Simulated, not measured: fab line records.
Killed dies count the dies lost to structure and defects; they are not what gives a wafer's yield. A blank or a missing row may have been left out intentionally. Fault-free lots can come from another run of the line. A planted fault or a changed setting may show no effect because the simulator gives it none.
Matching of chambers || flow sky130 || SKY_VIA2_CMP_24 on cmp-02 has 4 sister chambers
The step polishes, stops on SiO2, t overpolish 20 s, target thk 0 nm. 18 wafers are shown with their chamber, then 9 later ones without.

## EACH WAFER AND ITS CHAMBER
{"wafer": "L074.1", "chamber": 0, "motor_current_A (A)": 10.6, "retaining_ring_pressure_frac": 1.003, "time_to_endpoint_s (s)": 108}
{"wafer": "L074.3", "chamber": 3, "motor_current_A (A)": 8.8, "retaining_ring_pressure_frac": 1.003, "time_to_endpoint_s (s)": 105}
{"wafer": "L074.5", "chamber": 0, "motor_current_A (A)": 10.1, "retaining_ring_pressure_frac": 1.004, "time_to_endpoint_s (s)": 105}
{"wafer": "L080.1", "chamber": 3, "motor_current_A (A)": 8.9, "retaining_ring_pressure_frac": 1.005, "time_to_endpoint_s (s)": 103}
{"wafer": "L080.4", "chamber": 0, "motor_current_A (A)": 10.6, "retaining_ring_pressure_frac": 1.009, "time_to_endpoint_s (s)": 108}
{"wafer": "L080.6", "chamber": 1, "motor_current_A (A)": 9.9, "retaining_ring_pressure_frac": 1.005, "time_to_endpoint_s (s)": 106}
{"wafer": "L081.1", "chamber": 1, "motor_current_A (A)": 10.1, "retaining_ring_pressure_frac": 1.006, "time_to_endpoint_s (s)": 103}
{"wafer": "L081.3", "chamber": 0, "motor_current_A (A)": 9.7, "retaining_ring_pressure_frac": 1.004, "time_to_endpoint_s (s)": 100}
{"wafer": "L081.6", "chamber": 1, "motor_current_A (A)": 10.5, "retaining_ring_pressure_frac": 1.010, "time_to_endpoint_s (s)": 105}
{"wafer": "L082.2", "chamber": 0, "motor_current_A (A)": 10.0, "retaining_ring_pressure_frac": 0.999, "time_to_endpoint_s (s)": 99}
{"wafer": "L082.3", "chamber": 3, "motor_current_A (A)": 9.0, "retaining_ring_pressure_frac": 0.998, "time_to_endpoint_s (s)": 102}
{"wafer": "L082.4", "chamber": 2, "motor_current_A (A)": 13.7, "retaining_ring_pressure_frac": 0.997, "time_to_endpoint_s (s)": 101}
{"wafer": "L084.4", "chamber": 3, "motor_current_A (A)": 9.1, "retaining_ring_pressure_frac": 1.003, "time_to_endpoint_s (s)": 99}
{"wafer": "L084.5", "chamber": 3, "motor_current_A (A)": 9.5, "retaining_ring_pressure_frac": 1.002, "time_to_endpoint_s (s)": 105}
{"wafer": "L084.6", "chamber": 0, "motor_current_A (A)": 9.9, "retaining_ring_pressure_frac": 0.994, "time_to_endpoint_s (s)": 100}
{"wafer": "L089.1", "chamber": 3, "motor_current_A (A)": 8.9, "retaining_ring_pressure_frac": 1.006, "time_to_endpoint_s (s)": 105}
{"wafer": "L089.4", "chamber": 1, "motor_current_A (A)": 10.0, "retaining_ring_pressure_frac": 0.999, "time_to_endpoint_s (s)": 105}
{"wafer": "L089.5", "chamber": 0, "motor_current_A (A)": 10.4, "retaining_ring_pressure_frac": 0.996, "time_to_endpoint_s (s)": 102}

SIGNATURES (averages over the wafers above)
{"reading": "motor_current_A", "chamber 0": 10.186, "chamber 1": 10.125, "chamber 2": 13.700, "chamber 3": 9.033, "scatter within a chamber": 0.301}
{"reading": "retaining_ring_pressure_frac", "chamber 0": 1.00129, "chamber 1": 1.00500, "chamber 2": 0.99700, "chamber 3": 1.00283, "scatter within a chamber": 0.00434}
{"reading": "time_to_endpoint_s", "chamber 0": 103.14, "chamber 1": 104.75, "chamber 2": 101.00, "chamber 3": 103.17, "scatter within a chamber": 2.96}
Rule: a wafer's distance from a chamber is the root of the sum, over the readings, of the square of ((its reading less the chamber's mean) divided by the reading's scatter). If the next closest chamber is less than 2 further off than the closest, the wafer can't be placed; otherwise it belongs to the closest. The scatter: take each reading less its chamber's mean, square it, sum over the shown wafers, divide by the number of wafers less the number of chambers, and take the root.

## WAFERS MISSING THEIR CHAMBER
{"wafer": "L088.3", "motor_current_A (A)": 9.2, "retaining_ring_pressure_frac": 1.006, "time_to_endpoint_s (s)": 98}
{"wafer": "L088.4", "motor_current_A (A)": 10.4, "retaining_ring_pressure_frac": 1.002, "time_to_endpoint_s (s)": 94}
{"wafer": "L088.6", "motor_current_A (A)": 9.2, "retaining_ring_pressure_frac": 1.003, "time_to_endpoint_s (s)": 97}
{"wafer": "L091.4", "motor_current_A (A)": 8.9, "retaining_ring_pressure_frac": 0.997, "time_to_endpoint_s (s)": 101}
{"wafer": "L091.5", "motor_current_A (A)": 10.4, "retaining_ring_pressure_frac": 0.986, "time_to_endpoint_s (s)": 102}
{"wafer": "L091.6", "motor_current_A (A)": 14.5, "retaining_ring_pressure_frac": 0.998, "time_to_endpoint_s (s)": 104}
{"wafer": "L096.2", "motor_current_A (A)": 10.1, "retaining_ring_pressure_frac": 1.001, "time_to_endpoint_s (s)": 100}
{"wafer": "L096.4", "motor_current_A (A)": 14.5, "retaining_ring_pressure_frac": 1.004, "time_to_endpoint_s (s)": 103}
{"wafer": "L096.5", "motor_current_A (A)": 13.9, "retaining_ring_pressure_frac": 1.000, "time_to_endpoint_s (s)": 102}

## THE CHAMBER EACH PASSED THROUGH
{"wafer": "L088.3", "from the rows above": "can't be placed: 3 or 1 or 0", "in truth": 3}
{"wafer": "L088.4", "from the rows above": "can't be placed: 0 or 1", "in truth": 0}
{"wafer": "L088.6", "from the rows above": "can't be placed: 3 or 0 or 1", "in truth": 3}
{"wafer": "L091.4", "from the rows above": 3, "in truth": 3}
{"wafer": "L091.5", "from the rows above": "can't be placed: 0 or 1", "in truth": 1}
{"wafer": "L091.6", "from the rows above": 2, "in truth": 2}
{"wafer": "L096.2", "from the rows above": "can't be placed: 0 or 1", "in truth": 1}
{"wafer": "L096.4", "from the rows above": 2, "in truth": 2}
{"wafer": "L096.5", "from the rows above": 2, "in truth": 2}
4 of 9 placed correctly. These rows do not allow placing 5 (true chamber among the candidates in 5). Wrongly placed: 0.
